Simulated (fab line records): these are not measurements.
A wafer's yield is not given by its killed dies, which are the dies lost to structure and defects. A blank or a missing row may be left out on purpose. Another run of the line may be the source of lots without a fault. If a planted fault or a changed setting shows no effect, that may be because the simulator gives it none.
fab line records	flow sky130	part 1 of 2: steps 1 to 24 of 33
[record] lots = 5	wafers = 15	last-day = 49
route steps=708 shown NWELL@65 PWDE@84 VT_ADJUST_HVTP@85 VT_ADJUST_LVTN@97
lots with no fault: from the same line, run without faults
start-h: the number of hours between the record's first day and the start of the first shown wafer of the lot	wait-h: how many hours have passed since the lot's step before this one	" as in the row above	L1.1+2: a single row standing in for several wafers	- either no value or no given start	* or withheld: withheld	< > ~ a bound
route shown NAME@n: a module of which the file shows steps, and the number in the route of the first	usual: the fault-free wafers' mean and standard deviation	same: alike in all rows	chamber/n: place in a boat	sites: the reading at each site	_std_site: standard deviation of those values	_edge_site: the outer-site mean with the inner-site mean subtracted	radius-mm: for every site, how far away it sits from the centre of the wafer	mask NAME#n: copy n	behind: the tool/chamber that last shaped the wafer	hold: why the lot went on hold/how many hours it stayed there/how the hold came to an end	device: the n, p or np transistor that did not switch	end of line: at the end of the route, the tests of the same wafers	a step with no rows: only its recipe	killed: not the wafer's yield, but the dies lost to structure and defects at the first sort	map: shows each die of a wafer: x if killed, . if not, _ if none is there
set.NAME: the setting the step ran with; set.NAME@STEP: the setting that earlier step ran with	model.NAME: the simulator's own value behind a step, which no gauge read
lots at selected steps of the route; one table per step, one row per wafer
services: when a tool's chamber went out of use (start-h, in hours from the record's first day, below 0 if earlier), for how many hours, and the reason
[[steps]]
[step SKY_NWELL_IMPLANT_12]
[recipe] species = P	energy-kev = 120	dose-cm2 = 1.3e+12	tilt-deg = withheld
[usual] end-station-pressure-torr = 5.01e-06/2.9e-07	faraday-current-uA = 7.32/0.16
lot.wafer	tool	chamber	start-h	wait-h	end-station-pressure-torr	faraday-current-uA
L075.1	implanter-02	0	92.67	0.1	4.55e-06	7.33
L075.3	"	0	"	"	4.37e-06	7.48
L075.4	"	0	"	"	5.26e-06	7.60
L080.2	implanter-04	0	118.74	0.1	4.82e-06	7.39
L080.5	"	0	"	"	5.14e-06	7.44
L080.6	"	0	"	"	4.62e-06	7.39
L088.1	implanter-02	0	166.72	0.1	5.67e-06	7.44
L088.2	"	0	"	"	5.4e-06	7.48
L088.5	"	0	"	"	5.25e-06	7.44
L093.1	implanter-03	0	199.97	0.1	5.4e-06	7.43
L093.2	"	0	"	"	5.03e-06	7.37
L093.4	"	0	"	"	4.57e-06	7.34
L094.1	implanter-04	0	206.62	0.1	4.95e-06	7.58
L094.2	"	0	"	"	5.35e-06	7.22
L094.5	"	0	"	"	4.78e-06	7.28
[step SKY_NWELL_IMPLANT_13]
[recipe] species = P	energy-kev = 50	dose-cm2 = 7e+11	tilt-deg = withheld
[usual] end-station-pressure-torr = 4.97e-06/2.5e-07	faraday-current-uA = 3.95/0.081
lot.wafer	tool	chamber	start-h	wait-h	end-station-pressure-torr	faraday-current-uA
L075.1	implanter-02	0	92.82	0.1	4.99e-06	3.83
L075.3	"	0	"	"	4.53e-06	4.04
L075.4	"	0	"	"	4.9e-06	3.92
L080.2	implanter-04	0	118.89	0.1	4.74e-06	3.86
L080.5	"	0	"	"	5.41e-06	3.91
L080.6	"	0	"	"	5.46e-06	4.03
L088.1	implanter-02	0	166.87	0.1	4.81e-06	3.82
L088.2	"	0	"	"	5.53e-06	3.84
L088.5	"	0	"	"	5.06e-06	3.98
L093.1	implanter-03	0	200.12	0.1	5.12e-06	3.98
L093.2	"	0	"	"	4.74e-06	3.97
L093.4	"	0	"	"	5.34e-06	3.95
L094.1	implanter-04	0	206.77	0.1	5.06e-06	3.83
L094.2	"	0	"	"	5.12e-06	4.04
L094.5	"	0	"	"	4.94e-06	3.91
[step SKY_NWELL_STRIP_14]
[recipe] chemistry = O2/N2	power-w = 1400	pressure-mtorr = 1500	platen-temp-c = withheld	o2-flow-sccm = 3000	n2-flow-sccm = 300	overash-fraction = 0.5
[usual] drypump-motor-current-A = 5.6/0.48	oes-product-au = 0.722/0.0044	strip-time-to-endpoint-s = 37.31/0.088
lot.wafer	tool	chamber	start-h	wait-h	drypump-motor-current-A	oes-product-au	rf-hours-counter-h	strip-time-to-endpoint-s
L075.1	plasma-asher-01	1	92.97	0.1	5.7	0.717	40	37.23
L075.3	"	1	"	"	5.7	0.717	-	37.25
L075.4	"	0	"	"	6.4	0.717	-	37.23
L080.2	plasma-asher-03	1	119.02	0.1	6.1	0.726	41	37.37
L080.5	"	0	"	"	5.2	0.724	-	37.46
L080.6	"	1	"	"	6.1	0.722	-	37.54
L088.1	plasma-asher-01	1	167.02	0.1	5.7	0.726	48	37.38
L088.2	"	0	"	"	6.4	0.725	48	37.34
L088.5	"	0	"	"	6.3	0.722	-	37.37
L093.1	plasma-asher-01	1	200.27	0.1	5.7	0.723	51	37.30
L093.2	"	0	"	"	6.3	0.724	51	37.36
L093.4	"	0	"	"	6.3	0.715	-	37.34
L094.1	plasma-asher-01	1	206.92	0.1	5.7	0.726	52	37.48
L094.2	"	0	"	"	6.3	0.724	52	37.42
L094.5	"	1	"	"	5.6	0.721	-	37.46
[step SKY_NWELL_TW_MEAS_15]
[usual] NWELL_TW = 1846/9.7
lot.wafer	tool	chamber	start-h	wait-h	NWELL_TW
L075.1	film-metro-01	-	93.07	0.1	1864
L075.3	"	-	"	"	1855
L075.4	"	-	"	"	1861
L080.2	film-metro-02	-	119.13	0.1	1841
L080.5	"	-	"	"	1856
L080.6	"	-	"	"	1856
L088.1	film-metro-01	-	167.12	0.1	1844
L088.2	"	-	"	"	1847
L088.5	"	-	"	"	1851
L093.1	film-metro-01	-	200.37	0.1	1852
L093.2	"	-	"	"	1848
L093.4	"	-	"	"	1848
L094.1	film-metro-01	-	207.02	0.1	1848
L094.2	"	-	"	"	1840
L094.5	"	-	"	"	1840
[step SKY_NWELL_DEHYDRATE_16]
[recipe] temp-c = 200	time-s = 60
[usual] chill-plate-temp-C = 23.03/0.1
lot.wafer	tool	chamber	start-h	wait-h	chill-plate-temp-C
L075.1	litho-track-03	0	101.28	8.2	23.11
L075.3	"	0	"	"	23.06
L075.4	"	0	"	"	22.98
L080.2	litho-track-03	0	128.11	9.0	23.08
L080.5	"	0	"	"	23.08
L080.6	"	0	"	"	23.13
L088.1	litho-track-03	0	176.38	9.3	23.05
L088.2	"	0	"	"	23.06
L088.5	"	0	"	"	22.97
L093.1	litho-track-03	0	211.48	11.1	23.11
L093.2	"	0	"	"	23.01
L093.4	"	0	"	"	23.03
L094.1	litho-track-04	0	216.94	9.9	23.10
L094.2	"	0	"	"	23.11
L094.5	"	0	"	"	23.15
[step SKY_NWELL_HMDS_17]
[recipe] prime-time-s = 60	prime-temp-c = 120
[usual] chill-plate-temp-C = 23.01/0.11
lot.wafer	tool	chamber	start-h	wait-h	chill-plate-temp-C
L075.1	litho-track-03	0	101.43	0.1	22.90
L075.3	"	0	"	"	23.08
L075.4	"	0	"	"	22.91
L080.2	litho-track-03	0	128.26	0.1	22.91
L080.5	"	0	"	"	23.05
L080.6	"	0	"	"	23.09
L088.1	litho-track-03	0	176.53	0.1	22.95
L088.2	"	0	"	"	23.05
L088.5	"	0	"	"	22.90
L093.1	litho-track-03	0	211.63	0.1	23.02
L093.2	"	0	"	"	22.91
L093.4	"	0	"	"	22.94
L094.1	litho-track-04	0	217.09	0.1	23.12
L094.2	"	0	"	"	23.08
L094.5	"	0	"	"	22.94
[step SKY_NWELL_COAT_18]
[recipe] spin-rpm = 2000	resist-thk-nm = 3000
[usual] chill-plate-temp-C = 23.00/0.11
lot.wafer	tool	chamber	start-h	wait-h	chill-plate-temp-C
L075.1	litho-track-03	0	101.58	0.1	22.97
L075.3	"	0	"	"	22.86
L075.4	"	0	"	"	22.83
L080.2	litho-track-03	0	128.41	0.1	22.94
L080.5	"	0	"	"	22.87
L080.6	"	0	"	"	22.81
L088.1	litho-track-03	0	176.68	0.1	22.88
L088.2	"	0	"	"	23.18
L088.5	"	0	"	"	22.89
L093.1	litho-track-03	0	211.78	0.1	22.90
L093.2	"	0	"	"	23.02
L093.4	"	0	"	"	23.01
L094.1	litho-track-04	0	217.24	0.1	23.15
L094.2	"	0	"	"	23.06
L094.5	"	0	"	"	22.96
[step SKY_NWELL_SOFTBAKE_19]
[recipe] temp-c = 110	time-s = withheld
[usual] chill-plate-temp-C = 22.99/0.086
lot.wafer	tool	chamber	start-h	wait-h	chill-plate-temp-C
L075.1	litho-track-03	0	101.73	0.1	23.04
L075.3	"	0	"	"	23.04
L075.4	"	0	"	"	22.90
L080.2	litho-track-03	0	128.56	0.1	23.04
L080.5	"	0	"	"	23.03
L080.6	"	0	"	"	22.99
L088.1	litho-track-03	0	176.83	0.1	22.90
L088.2	"	0	"	"	22.97
L088.5	"	0	"	"	23.07
L093.1	litho-track-03	0	211.93	0.1	22.97
L093.2	"	0	"	"	23.03
L093.4	"	0	"	"	23.01
L094.1	litho-track-04	0	217.39	0.1	23.07
L094.2	"	0	"	"	22.92
L094.5	"	0	"	"	22.99
[step SKY_NWELL_EXPOSE_20]
[recipe] mask-id = NWM_COMPLEMENT	na = 0.6	source-shape = conventional	sigma-outer = 0.6	polarization = unpolarized	target-cd-nm = 840	dose-mj = 266.1
lot.wafer	tool	chamber	start-h	wait-h	mask
L075.1+3+4	iline-stepper-02	0	-	-	NWM_COMPLEMENT#0
L080.2+5+6	iline-stepper-02	0	-	-	NWM_COMPLEMENT#0
L088.1+2+5	iline-stepper-02	0	-	-	NWM_COMPLEMENT#0
L093.1+2+4	iline-stepper-02	0	-	-	NWM_COMPLEMENT#0
L094.1+2+5	iline-stepper-02	0	-	-	NWM_COMPLEMENT#0
[step SKY_NWELL_PEB_21]
[recipe] temp-c = 115	time-s = withheld
[usual] chill-plate-temp-C = 23.01/0.1
lot.wafer	tool	chamber	start-h	wait-h	chill-plate-temp-C
L075.1	litho-track-01	0	-	-	23.27
L075.3	"	0	"	"	23.03
L075.4	"	0	"	"	23.08
L080.2	litho-track-01	0	-	-	22.83
L080.5	"	0	"	"	22.90
L080.6	"	0	"	"	22.91
L088.1	litho-track-01	0	-	-	23.05
L088.2	"	0	"	"	22.87
L088.5	"	0	"	"	22.87
L093.1	litho-track-04	0	-	-	23.04
L093.2	"	0	"	"	23.07
L093.4	"	0	"	"	22.95
L094.1	litho-track-01	0	-	-	22.94
L094.2	"	0	"	"	22.82
L094.5	"	0	"	"	22.94
[step SKY_NWELL_DEVELOP_22]
[recipe] wall-angle-deg = 90	developer = TMAH	develop-time-s = 60	dev-temp-c = 23
[usual] chill-plate-temp-C = 23.01/0.1
lot.wafer	tool	chamber	start-h	wait-h	chill-plate-temp-C
L075.1	litho-track-01	0	-	-	23.09
L075.3	"	0	"	"	23.27
L075.4	"	0	"	"	22.96
L080.2	litho-track-01	0	-	-	23.00
L080.5	"	0	"	"	23.12
L080.6	"	0	"	"	23.03
L088.1	litho-track-01	0	-	-	22.97
L088.2	"	0	"	"	23.05
L088.5	"	0	"	"	23.06
L093.1	litho-track-04	0	-	-	23.11
L093.2	"	0	"	"	23.28
L093.4	"	0	"	"	23.22
L094.1	litho-track-01	0	-	-	23.06
L094.2	"	0	"	"	23.08
L094.5	"	0	"	"	23.01
[step SKY_NWELL_OVL_MEAS_23]
[usual] NWELL_01_OVL = 0.3/1.3
lot.wafer	tool	chamber	start-h	wait-h	NWELL_01_OVL[nm]
L075.1	overlay-01	-	111.03	-	0.2
L075.3	"	-	"	"	0.7
L075.4	"	-	"	"	-0.9
L080.2	overlay-02	-	138.54	-	1.4
L080.5	"	-	"	"	2.2
L080.6	"	-	"	"	2.2
L088.1	overlay-02	-	187.63	-	2.8
L088.2	"	-	"	"	0.6
L088.5	"	-	"	"	0.9
L093.1	overlay-02	-	223.44	-	-1.3
L093.2	"	-	"	"	-0.1
L093.4	"	-	"	"	0.8
L094.1	overlay-02	-	228.58	-	0.8
L094.2	"	-	"	"	-2.4
L094.5	"	-	"	"	-0.8
[step SKY_NWELL_IMPLANT_24]
[recipe] species = B	energy-kev = 140	dose-cm2 = 9.2e+12	tilt-deg = withheld
[usual] end-station-pressure-torr = 5.01e-06/2.5e-07	faraday-current-uA = 51.9/1
lot.wafer	tool	chamber	start-h	wait-h	end-station-pressure-torr	faraday-current-uA
L075.1	implanter-03	0	111.07	0.0	5.21e-06	50.8
L075.3	"	0	"	"	5.09e-06	54.0
L075.4	"	0	"	"	5.41e-06	50.7
L080.2	implanter-02	0	138.60	0.0	4.99e-06	53.4
L080.5	"	0	"	"	4.47e-06	52.1
L080.6	"	0	"	"	4.71e-06	52.3
L088.1	implanter-04	0	187.67	0.0	5e-06	53.5
L088.2	"	0	"	"	4.61e-06	51.6
L088.5	"	0	"	"	5.12e-06	51.5
L093.1	implanter-04	0	223.48	0.0	4.44e-06	51.4
L093.2	"	0	"	"	4.95e-06	50.8
L093.4	"	0	"	"	4.8e-06	51.4
L094.1	implanter-02	0	228.62	0.0	5.38e-06	50.2
L094.2	"	0	"	"	5.31e-06	52.1
L094.5	"	0	"	"	4.8e-06	51.1
[step SKY_NWELL_STRIP_25]
[recipe] chemistry = O2/N2	power-w = 1400	pressure-mtorr = 1500	platen-temp-c = withheld	o2-flow-sccm = 3000	n2-flow-sccm = 300	overash-fraction = 0.5
[usual] drypump-motor-current-A = 5.3/0.4	oes-product-au = 0.723/0.0042	strip-time-to-endpoint-s = 36.95/0.1
lot.wafer	tool	chamber	start-h	wait-h	drypump-motor-current-A	oes-product-au	rf-hours-counter-h	strip-time-to-endpoint-s
L075.1	plasma-asher-04	0	111.22	0.1	5.0	0.719	31	37.07
L075.3	"	1	"	"	5.2	0.722	-	36.85
L075.4	"	0	"	"	5.0	0.724	-	36.86
L080.2	plasma-asher-03	1	138.72	0.1	6.1	0.729	43	36.82
L080.5	"	0	"	"	5.2	0.721	-	36.88
L080.6	"	1	"	"	6.1	0.727	-	36.86
L088.1	plasma-asher-03	0	187.82	0.1	5.2	0.729	48	36.82
L088.2	"	1	"	"	6.0	0.722	48	36.97
L088.5	"	0	"	"	5.2	0.717	-	36.91
L093.1	plasma-asher-04	1	223.63	0.1	5.2	0.727	42	36.78
L093.2	"	0	"	"	5.0	0.722	42	36.81
L093.4	"	0	"	"	5.0	0.721	-	36.87
L094.1	plasma-asher-03	0	228.77	0.1	5.2	0.725	52	37.10
L094.2	"	1	"	"	6.1	0.730	52	37.12
L094.5	"	0	"	"	5.2	0.724	-	37.11
[step SKY_NWELL_TW_MEAS_26]
[usual] NWELL_2_TW = 502.9/2.6
lot.wafer	tool	chamber	start-h	wait-h	NWELL_2_TW
L075.1	film-metro-02	-	111.32	0.1	502.0
L075.3	"	-	"	"	501.3
L075.4	"	-	"	"	502.3
L080.2	film-metro-02	-	138.83	0.1	502.6
L080.5	"	-	"	"	504.7
L080.6	"	-	"	"	500.4
L088.1	film-metro-01	-	187.92	0.1	507.0
L088.2	"	-	"	"	503.5
L088.5	"	-	"	"	506.0
L093.1	film-metro-02	-	223.73	0.1	502.9
L093.2	"	-	"	"	500.6
L093.4	"	-	"	"	500.9
L094.1	film-metro-04	-	228.87	0.1	505.6
L094.2	"	-	"	"	501.3
L094.5	"	-	"	"	500.9
[step SKY_NWELL_CLEAN_27]
[recipe] chemistry = SC1/SC2	mix = 1:4:20	temp-c = 70	time-s = 150	dry = n2-spin
[usual] bath-guard-temp-C = 69.9/0.45
lot.wafer	tool	chamber	start-h	wait-h	bath-guard-temp-C
L075.1	wet-bench-03	3	111.38	0.1	69.6
L075.3	"	3	"	"	69.6
L075.4	"	3	"	"	69.8
L080.2	wet-bench-02	3	138.88	0.0	69.3
L080.5	"	3	"	"	69.5
L080.6	"	3	"	"	69.2
L088.1	wet-bench-02	2	187.98	0.1	70.1
L088.2	"	2	"	"	69.8
L088.5	"	2	"	"	70.1
L093.1	wet-bench-02	3	223.79	0.1	69.4
L093.2	"	3	"	"	69.1
L093.4	"	3	"	"	69.3
L094.1	wet-bench-02	1	228.93	0.1	70.7
L094.2	"	1	"	"	70.5
L094.5	"	1	"	"	70.3
[step SKY_NWELL_RTA_28]
[recipe] temp-c = 1050	time-s = 30	idle-temp-c = 650	ramp-up-c-per-s = 150	ramp-down-c-per-s = 90	ambient = N2
[usual] lamp-power-pct = 25.30/0.048	wafer_temp_C_max = 1054.7/0.85
lot.wafer	tool	chamber	start-h	wait-h	lamp-power-pct	wafer_temp_C_max
L075.1	rtp-anneal-01	0	111.49	0.0	25.28	1054.1
L075.3	"	0	"	"	25.29	1054.1
L075.4	"	0	"	"	25.28	1053.6
L080.2	rtp-anneal-01	0	138.95	0.0	25.32	1053.3
L080.5	"	0	"	"	25.31	1056.3
L080.6	"	0	"	"	25.38	1054.8
L088.1	rtp-anneal-02	0	188.03	0.0	25.27	1056.0
L088.2	"	0	"	"	25.28	1053.7
L088.5	"	0	"	"	25.25	1053.9
L093.1	rtp-anneal-02	0	223.84	0.0	25.27	1053.8
L093.2	"	0	"	"	25.34	1056.5
L093.4	"	0	"	"	25.37	1054.1
L094.1	rtp-anneal-01	0	228.98	0.0	25.24	1055.0
L094.2	"	0	"	"	25.25	1054.5
L094.5	"	0	"	"	25.26	1053.8
[step SKY_NWELL_RS_MEAS_29]
[recipe] thk-meas-gauge = four-point-probe
[usual] NWELL_RS = 624.4/1.3
lot.wafer	tool	chamber	start-h	wait-h	NWELL_RS[ohm/sq]
L075.1	film-metro-02	-	111.59	0.1	623.9
L075.3	"	-	"	"	625.3
L075.4	"	-	"	"	626.1
L080.2	film-metro-01	-	139.05	0.1	622.3
L080.5	"	-	"	"	622.0
L080.6	"	-	"	"	623.1
L088.1	film-metro-04	-	188.13	0.1	626.3
L088.2	"	-	"	"	624.9
L088.5	"	-	"	"	623.8
L093.1	film-metro-04	-	223.94	0.1	624.8
L093.2	"	-	"	"	625.7
L093.4	"	-	"	"	626.5
L094.1	film-metro-01	-	229.08	0.1	624.4
L094.2	"	-	"	"	623.2
L094.5	"	-	"	"	622.7
[step SKY_NWELL_RS_MEAS_31]
[recipe] thk-meas-gauge = four-point-probe
[usual] PWDE_RS = 5277/17
lot.wafer	tool	chamber	start-h	wait-h	PWDE_RS[ohm/sq]
L075.1	film-metro-02	-	111.83	0.1	5293
L075.3	"	-	"	"	5293
L075.4	"	-	"	"	5284
L080.2	film-metro-01	-	139.29	0.1	5262
L080.5	"	-	"	"	5281
L080.6	"	-	"	"	5270
L088.1	film-metro-04	-	188.37	0.1	5267
L088.2	"	-	"	"	5248
L088.5	"	-	"	"	5245
L093.1	film-metro-04	-	224.18	0.1	5263
L093.2	"	-	"	"	5264
L093.4	"	-	"	"	5253
L094.1	film-metro-01	-	229.32	0.1	5283
L094.2	"	-	"	"	5285
L094.5	"	-	"	"	5262
[step SKY_VT_ADJUST_HVTP_DEHYDRATE_00]
[recipe] temp-c = 200	time-s = 60
[usual] chill-plate-temp-C = 23.02/0.1
lot.wafer	tool	chamber	start-h	wait-h	chill-plate-temp-C
L075.1	litho-track-04	0	120.29	8.4	23.00
L075.3	"	0	"	"	23.01
L075.4	"	0	"	"	22.97
L080.2	litho-track-02	0	148.36	9.0	22.96
L080.5	"	0	"	"	23.01
L080.6	"	0	"	"	23.07
L088.1	litho-track-02	0	197.58	9.2	23.08
L088.2	"	0	"	"	23.11
L088.5	"	0	"	"	23.14
L093.1	litho-track-01	0	234.73	10.5	23.26
L093.2	"	0	"	"	23.03
L093.4	"	0	"	"	23.14
L094.1	litho-track-01	0	239.93	10.6	23.13
L094.2	"	0	"	"	23.01
L094.5	"	0	"	"	22.89
[step SKY_VT_ADJUST_HVTP_HMDS_01]
[recipe] prime-time-s = 60	prime-temp-c = 120
[usual] chill-plate-temp-C = 23.00/0.11
lot.wafer	tool	chamber	start-h	wait-h	chill-plate-temp-C
L075.1	litho-track-04	0	120.44	0.1	22.79
L075.3	"	0	"	"	22.84
L075.4	"	0	"	"	22.76
L080.2	litho-track-02	0	148.51	0.1	23.05
L080.5	"	0	"	"	22.96
L080.6	"	0	"	"	23.07
L088.1	litho-track-02	0	197.73	0.1	22.88
L088.2	"	0	"	"	22.92
L088.5	"	0	"	"	22.99
L093.1	litho-track-01	0	234.88	0.1	22.97
L093.2	"	0	"	"	23.18
L093.4	"	0	"	"	22.91
L094.1	litho-track-01	0	240.08	0.1	22.90
L094.2	"	0	"	"	23.01
L094.5	"	0	"	"	23.10
[step SKY_VT_ADJUST_HVTP_COAT_02]
[recipe] resist = NOVOLAK	spin-rpm = 3000	resist-thk-nm = 1140
[usual] chill-plate-temp-C = 22.98/0.11
lot.wafer	tool	chamber	start-h	wait-h	chill-plate-temp-C
L075.1	litho-track-04	0	120.59	0.1	23.08
L075.3	"	0	"	"	23.04
L075.4	"	0	"	"	22.95
L080.2	litho-track-02	0	148.66	0.1	23.14
L080.5	"	0	"	"	23.06
L080.6	"	0	"	"	23.02
L088.1	litho-track-02	0	197.88	0.1	23.22
L088.2	"	0	"	"	23.13
L088.5	"	0	"	"	23.12
L093.1	litho-track-01	0	235.03	0.1	23.09
L093.2	"	0	"	"	23.03
L093.4	"	0	"	"	23.12
L094.1	litho-track-01	0	240.23	0.1	22.90
L094.2	"	0	"	"	22.93
L094.5	"	0	"	"	22.72
[step SKY_VT_ADJUST_HVTP_SOFTBAKE_03]
[recipe] temp-c = 90	time-s = 61.52	resist = NOVOLAK
[usual] chill-plate-temp-C = 22.99/0.1	plate-sensor-t-centre-C = 90.758/0.0094	plate-sensor-t-edge-C = 90.829/0.0095
lot.wafer	tool	chamber	start-h	wait-h	chill-plate-temp-C	plate-sensor-t-centre-C	plate-sensor-t-edge-C
L075.1	litho-track-04	0	120.74	0.1	23.02	90.754	90.839
L075.3	"	0	"	"	23.09	90.763	90.822
L075.4	"	0	"	"	22.97	90.743	90.823
L080.2	litho-track-02	0	148.81	0.1	22.83	90.759	90.839
L080.5	"	0	"	"	23.04	90.768	90.829
L080.6	"	0	"	"	22.95	90.772	90.827
L088.1	litho-track-02	0	198.03	0.1	23.01	90.763	90.842
L088.2	"	0	"	"	22.95	90.768	90.823
L088.5	"	0	"	"	23.01	90.751	90.833
L093.1	litho-track-01	0	235.18	0.1	23.07	90.745	90.809
L093.2	"	0	"	"	23.09	90.748	90.817
L093.4	"	0	"	"	23.04	90.754	90.828
L094.1	litho-track-01	0	240.38	0.1	22.85	90.753	90.842
L094.2	"	0	"	"	23.00	90.767	90.836
L094.5	"	0	"	"	22.91	90.766	90.816
[step SKY_VT_ADJUST_HVTP_EXPOSE_04]
[recipe] mask-id = HVTPM	na = 0.6	source-shape = conventional	sigma-outer = 0.6	polarization = unpolarized	target-cd-nm = 380	dose-mj = 140
lot.wafer	tool	chamber	start-h	wait-h	mask
L075.1+3+4	iline-stepper-02	0	-	-	HVTPM#0
L080.2+5+6	iline-stepper-02	0	-	-	HVTPM#0
L088.1+2+5	iline-stepper-02	0	-	-	HVTPM#0
L093.1+2+4	iline-stepper-01	0	-	-	HVTPM#0
L094.1+2+5	iline-stepper-01	0	-	-	HVTPM#0
